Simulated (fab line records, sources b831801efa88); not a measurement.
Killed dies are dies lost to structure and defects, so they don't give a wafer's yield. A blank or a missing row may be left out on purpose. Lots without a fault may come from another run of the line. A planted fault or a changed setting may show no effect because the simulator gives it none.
fab line records | flow gf180mcu
record lots=5 wafers=15 last_day=34
route steps=602 shown HV_LDD@234 NSD@235 PSD@248
lots that met no fault: from a run of the same line without faults
start_h: hours from the record's first day to the start of the lot's first wafer shown | wait_h: hours since the lot's step before | " the same as in the row above | L1.1+2: a row that stands for several wafers | - no value, or no start given | * or withheld: withheld | < > ~ a bound
route shown NAME@n: a module of which the file shows steps, and the number in the route of the first | usual: mean/standard deviation of fault-free wafers | same: alike in all rows | chamber/n: place in a boat | sites: the reading at each site | _std_site: their standard deviation | _edge_site: outer sites' mean less inner sites' | radius_mm: how far each site lies from the wafer's centre | mask NAME#n: copy n | behind: the tool/chamber that last shaped the wafer | hold: why the lot was held/for how many hours/how that ended | device: the transistor (n, p or np) that didn't switch | end of line: the same wafers' tests at the end of the route | a step without rows: its recipe alone | killed: dies lost to structure and defects at the first sort, not the wafer's yield | map: a wafer's dies, x killed, . not, _ none there
set.NAME: the setting as run; set.NAME@STEP: as run at that earlier step | model.NAME: the simulator's own value behind a step, which no gauge read
lots at some steps of the route; a table a step, a row a wafer
services: from which hour (start_h, from the record's first day; less than 0 if before it) a tool's chamber was out of use, for how many hours, and why
## steps
# step GF_HV_LDD_ETCHBACK_58
# recipe chemistry=CH3F/O2 target=Si3N4 stop_on=SiO2 source_w=400 bias_w=80 pressure_mtorr=25 ch3f_flow_sccm=40 O2_flow_sccm=30 time_s=100 target_depth_a=900
# usual drypump_motor_current_A=5.8/0.5 oes_product_au=0.842/0.0063 throttle_valve_pct=10.561/0.01
# columns lot.wafer tool chamber start_h wait_h drypump_motor_current_A oes_product_au rf_hours_counter_h throttle_valve_pct
L423.2 rie_diel-01 1 279.63 0.0 6.3 0.851 22 10.547
L423.4 " 0 " " 5.6 0.847 108 10.562
L423.6 " 1 " " 6.3 0.848 - 10.543
L434.2 rie_diel-02 1 367.55 0.0 5.3 0.846 1 10.563
L434.3 " 0 " " 6.3 0.832 35 10.568
L434.4 " 3 " " 6.4 0.849 6 10.551
L439.3 rie_diel-02 1 402.61 0.0 5.4 0.837 2 10.577
L439.5 " 2 " " 6.3 0.837 - 10.569
L439.6 " 1 " " 5.3 0.828 - 10.563
L445.1 rie_diel-01 2 463.85 0.1 4.8 0.838 90 10.545
L445.3 " 1 " " 6.3 0.842 27 10.562
L445.5 " 0 " " 5.7 0.845 - 10.548
L446.2 rie_diel-01 2 473.13 0.0 4.7 0.835 90 10.576
L446.5 " 0 " " 5.6 0.844 - 10.562
L446.6 " 3 " " 5.5 0.830 - 10.567
# step GF_NSD_DEHYDRATE_00
# recipe temp_c=200 time_s=60
# step GF_NSD_HMDS_01
# recipe prime_time_s=60 prime_temp_c=120
# step GF_NSD_COAT_02
# recipe resist=NOVOLAK spin_rpm=3000 resist_thk_nm=1000
# step GF_NSD_SOFTBAKE_03
# recipe temp_c=90 time_s=60 resist=NOVOLAK
# step GF_NSD_EXPOSE_04
# recipe mask_id=Nplus target_cd_nm=400 na=0.6 source_shape=conventional sigma_outer=0.6 dose_mj=140
# step GF_NSD_PEB_05
# recipe temp_c=withheld time_s=* resist=NOVOLAK
# step GF_NSD_DEVELOP_06
# recipe develop_time_s=60 dev_temp_c=23
# step GF_NSD_CD_MEAS_07
# recipe target_cd_nm=400
# usual cd_nm=398.6/2.4
# columns lot.wafer tool chamber start_h wait_h cd_nm
L423.2 cd_sem-02 - 299.38 0.1 400.3
L423.4 " - " " 399.3
L423.6 " - " " 398.8
L434.2 cd_sem-01 - 390.53 0.1 403.4
L434.3 " - " " 401.4
L434.4 " - " " 402.1
L439.3 cd_sem-02 - 426.21 0.1 396.7
L439.5 " - " " 397.5
L439.6 " - " " 395.1
L445.1 cd_sem-01 - 487.89 0.1 400.4
L445.3 " - " " 399.7
L445.5 " - " " 399.2
L446.2 cd_sem-02 - 497.43 0.1 397.4
L446.5 " - " " 393.4
L446.6 " - " " 397.6
# step GF_NSD_OVL_MEAS_08
# usual NSD_OVL=0.2/1.5
# columns lot.wafer tool chamber start_h wait_h NSD_OVL[nm]
L423.2 overlay-01 - 299.48 0.1 2.7
L423.4 " - " " 3.2
L423.6 " - " " 3.1
L434.2 overlay-02 - 390.63 0.1 -1.1
L434.3 " - " " -0.6
L434.4 " - " " -0.8
L439.3 overlay-01 - 426.31 0.1 2.8
L439.5 " - " " 2.2
L439.6 " - " " 2.4
L445.1 overlay-01 - 488.01 0.1 1.5
L445.3 " - " " -0.7
L445.5 " - " " -0.1
L446.2 overlay-01 - 497.53 0.1 1.6
L446.5 " - " " 0.8
L446.6 " - " " -0.7
# step GF_NSD_IMPLANT_09
# recipe species=As energy_kev=60 dose_cm2=4e+15 tilt_deg=7
# step GF_NSD_IMPLANT_10
# recipe species=P energy_kev=40 dose_cm2=5e+14 tilt_deg=7
# step GF_NSD_STRIP_11
# recipe chemistry=O2/N2 power_w=1400 pressure_mtorr=1500 platen_temp_c=250 o2_flow_sccm=3000 n2_flow_sccm=300 overash_fraction=0.5
# usual drypump_motor_current_A=5.5/0.46 heater_power_w=336/19 oes_product_au=0.487/0.0045 strip_time_to_endpoint_s=22.97/0.036
# columns lot.wafer tool chamber start_h wait_h drypump_motor_current_A heater_power_w oes_product_au rf_hours_counter_h strip_time_to_endpoint_s model.NOVOLAK_of_NSD_COAT_02.thk_nm
L423.2 plasma_asher-02 0 299.81 0.1 5.3 321 0.486 42 22.96 0
L423.4 " 1 " " 5.0 363 0.482 - 22.98 0
L423.6 " 0 " " 5.3 314 0.481 - 22.96 0
L434.2 plasma_asher-04 1 390.96 0.1 5.4 347 0.486 29 22.94 0
L434.3 " 0 " " 6.3 316 0.491 - 22.93 0
L434.4 " 1 " " 5.4 343 0.484 - 22.99 0
L439.3 plasma_asher-02 0 426.66 0.1 5.3 318 0.578 - - 117.6
L439.5 " 1 " " 5.0 372 0.595 - - 115.3
L439.6 " 0 " " 5.3 315 0.583 - - 116.6
L445.1 plasma_asher-02 0 488.35 0.1 5.3 317 0.484 62 23.03 0
L445.3 " 1 " " 5.0 365 0.486 - 23.00 0
L445.5 " 0 " " 5.3 323 0.482 - 23.00 0
L446.2 plasma_asher-02 1 497.86 0.1 5.0 368 0.491 63 22.96 0
L446.5 " 1 " " 5.0 367 0.487 - 23.00 0
L446.6 " 0 " " 5.3 324 0.493 - 22.94 0
# step GF_NSD_TW_MEAS_12
# usual NSD_TW=4285/31
# columns lot.wafer tool chamber start_h wait_h NSD_TW
L423.2 film_metro-02 - 299.92 0.1 4272
L423.4 " - " " 4257
L423.6 " - " " 4269
L434.2 film_metro-02 - 391.07 0.1 4295
L434.3 " - " " 4304
L434.4 " - " " 4301
L439.3 film_metro-04 - 426.75 0.1 4287
L439.5 " - " " 4289
L439.6 " - " " 4314
L445.1 film_metro-01 - 488.45 0.1 4332
L445.3 " - " " 4307
L445.5 " - " " 4298
L446.2 film_metro-04 - 497.97 0.1 4256
L446.5 " - " " 4271
L446.6 " - " " 4271
# step GF_PSD_DEHYDRATE_00
# recipe temp_c=200 time_s=60
# step GF_PSD_HMDS_01
# recipe prime_time_s=60 prime_temp_c=120
# step GF_PSD_COAT_02
# recipe resist=NOVOLAK spin_rpm=3000 resist_thk_nm=1000
# step GF_PSD_SOFTBAKE_03
# recipe temp_c=90 time_s=60 resist=NOVOLAK
# step GF_PSD_EXPOSE_04
# recipe mask_id=Pplus target_cd_nm=400 na=0.6 source_shape=conventional sigma_outer=0.6 dose_mj=140
# step GF_PSD_PEB_05
# recipe temp_c=withheld time_s=* resist=NOVOLAK
# step GF_PSD_DEVELOP_06
# recipe develop_time_s=60 dev_temp_c=23
# step GF_PSD_CD_MEAS_07
# recipe target_cd_nm=400
# usual cd_nm=398.5/2.3
# columns lot.wafer tool chamber start_h wait_h cd_nm
L423.2 cd_sem-02 - 320.41 0.1 397.2
L423.4 " - " " 394.4
L423.6 " - " " 395.2
L434.2 cd_sem-01 - 413.76 0.1 397.6
L434.3 " - " " 398.7
L434.4 " - " " 397.3
L439.3 cd_sem-02 - 451.50 0.1 396.6
L439.5 " - " " 396.6
L439.6 " - " " 395.9
L445.1 cd_sem-02 - 512.01 0.1 400.6
L445.3 " - " " 401.2
L445.5 " - " " 401.2
L446.2 cd_sem-02 - 521.14 0.1 403.1
L446.5 " - " " 402.5
L446.6 " - " " 401.7
# step GF_PSD_OVL_MEAS_08
# usual PSD_OVL=0.0/1.3
# columns lot.wafer tool chamber start_h wait_h PSD_OVL[nm]
L423.2 overlay-01 - 320.52 0.1 -0.2
L423.4 " - " " -0.7
L423.6 " - " " -1.0
L434.2 overlay-01 - 413.87 0.1 -1.0
L434.3 " - " " -2.7
L434.4 " - " " -2.2
L439.3 overlay-02 - 452.32 0.8 1.4
L439.5 " - " " 0.8
L439.6 " - " " -0.4
L445.1 overlay-01 - 512.13 0.1 0.1
L445.3 " - " " -2.2
L445.5 " - " " 1.0
L446.2 overlay-02 - 521.25 0.1 1.9
L446.5 " - " " 1.0
L446.6 " - " " -0.8
# step GF_PSD_IMPLANT_09
# recipe species=BF2 energy_kev=40 dose_cm2=1.5e+15 tilt_deg=7
# step GF_PSD_STRIP_10
# recipe chemistry=O2/N2 power_w=1400 pressure_mtorr=1500 platen_temp_c=250 o2_flow_sccm=3000 n2_flow_sccm=300 overash_fraction=0.5
# usual drypump_motor_current_A=5.6/0.47 heater_power_w=329/27 oes_product_au=0.592/0.0043 strip_time_to_endpoint_s=16.53/0.037
# columns lot.wafer tool chamber start_h wait_h drypump_motor_current_A heater_power_w oes_product_au rf_hours_counter_h strip_time_to_endpoint_s
L423.2 plasma_asher-04 1 320.70 0.1 5.4 351 0.596 21 16.56
L423.4 " 0 " " 6.3 311 0.593 - 16.59
L423.6 " 0 " " 6.3 312 0.591 - 16.61
L434.2 plasma_asher-02 0 414.05 0.1 5.3 319 0.589 54 16.54
L434.3 " 1 " " 4.9 357 0.586 - 16.48
L434.4 " 0 " " 5.3 323 0.590 - 16.53
L439.3 plasma_asher-03 1 452.53 0.1 5.7 335 0.598 - 18.31
L439.5 " 1 " " 5.7 333 0.604 - 18.29
L439.6 " 0 " " 6.1 285 0.606 - 18.35
L445.1 plasma_asher-04 0 512.31 0.1 6.3 304 0.588 42 16.53
L445.3 " 1 " " 5.4 347 0.589 - 16.54
L445.5 " 0 " " 6.3 315 0.588 - 16.53
L446.2 plasma_asher-02 0 521.43 0.1 5.3 322 0.598 66 16.57
L446.5 " 0 " " 5.3 321 0.599 - 16.61
L446.6 " 1 " " 5.0 375 0.587 - 16.61
# step GF_PSD_TW_MEAS_11
# usual PSD_TW=3221/28
# columns lot.wafer tool chamber start_h wait_h PSD_TW
L423.2 film_metro-01 - 320.81 0.1 3263
L423.4 " - " " 3251
L423.6 " - " " 3251
L434.2 film_metro-01 - 414.16 0.1 3243
L434.3 " - " " 3242
L434.4 " - " " 3232
L439.3 film_metro-04 - 452.62 0.1 72
L439.5 " - " " 87
L439.6 " - " " 78
L445.1 film_metro-02 - 512.41 0.1 3201
L445.3 " - " " 3194
L445.5 " - " " 3219
L446.2 film_metro-01 - 521.54 0.1 3262
L446.5 " - " " 3251
L446.6 " - " " 3246
# step GF_PSD_CLEAN_12
# recipe chemistry=SC1/SC2 mix=1:4:20 temp_c=70 time_s=150 dry=n2_spin
## services
# columns tool chamber start_h hours kind
rie_diel-01 3 256.02 9.9 repair
rie_diel-01 0 260.42 8.0 repair
plasma_asher-03 - 281.28 2.8 repair
plasma_asher-04 - 288.92 1.1 repair
rie_diel-02 - 311.37 14.6 pm
rie_diel-01 - 318.71 0.7 repair
rie_diel-02 - 332.95 0.3 repair
plasma_asher-02 - 338.81 0.4 repair
rie_diel-01 - 342.36 14.6 pm
rie_diel-01 3 391.77 - clean
rie_diel-01 3 391.77 18.6 scheduled_down
rie_diel-01 3 391.77 18.6 vent_cycle
rie_diel-02 3 400.73 8.0 repair
rie_diel-01 - 405.29 2.0 repair
rie_diel-02 2 407.29 6.2 repair
plasma_asher-03 - 412.22 0.5 repair
rie_diel-01 0 420.71 - clean
plasma_asher-03 - 421.25 9.0 pm
plasma_asher-04 - 435.42 1.0 repair
rie_diel-02 - 443.62 71.0 repair
plasma_asher-04 - 465.86 2.4 repair
rie_diel-01 3 482.01 6.0 repair
plasma_asher-03 - 495.22 2.7 repair
plasma_asher-03 - 498.47 34.6 pm
## key
first_sign step=GF_NSD_STRIP_11 reading=oes_product_au direction=up sigmas=22 usual=0.487 struck=0.585
effect step=GF_PSD_STRIP_10 reading=strip_time_to_endpoint_s direction=up sigmas=48 usual=* struck=*
effect step=GF_PSD_TW_MEAS_11 reading=PSD_TW direction=down sigmas=99+ usual=3221 struck=79
model_effect step=GF_NSD_STRIP_11 value=NOVOLAK_of_NSD_COAT_02.thk_nm without=0 struck=116.5
met_at GF_NSD_STRIP_11
struck_wafers L439.3,L439.5,L439.6
sort_left_out L439.3,L439.5,L439.6
tester_left_out L439
onset_between 299.81 426.66
fault kind=strip_aborted tool=plasma_asher-02 chamber=- onset_h=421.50 steps=GF_NSD_STRIP_11 offset=0.38368 end_h=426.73
# tester_left_out: of these lots the tester's yield and bins aren't shown, on N5 and GAA mostly nor the transistor test; their killed dies are dies lost to structure and defects alone, not to doping, threshold or leakage, so they don't give the yield
# sort_left_out: the simulated sort isn't trusted on such a fault, so these wafers' sort isn't shown, and their yield isn't known
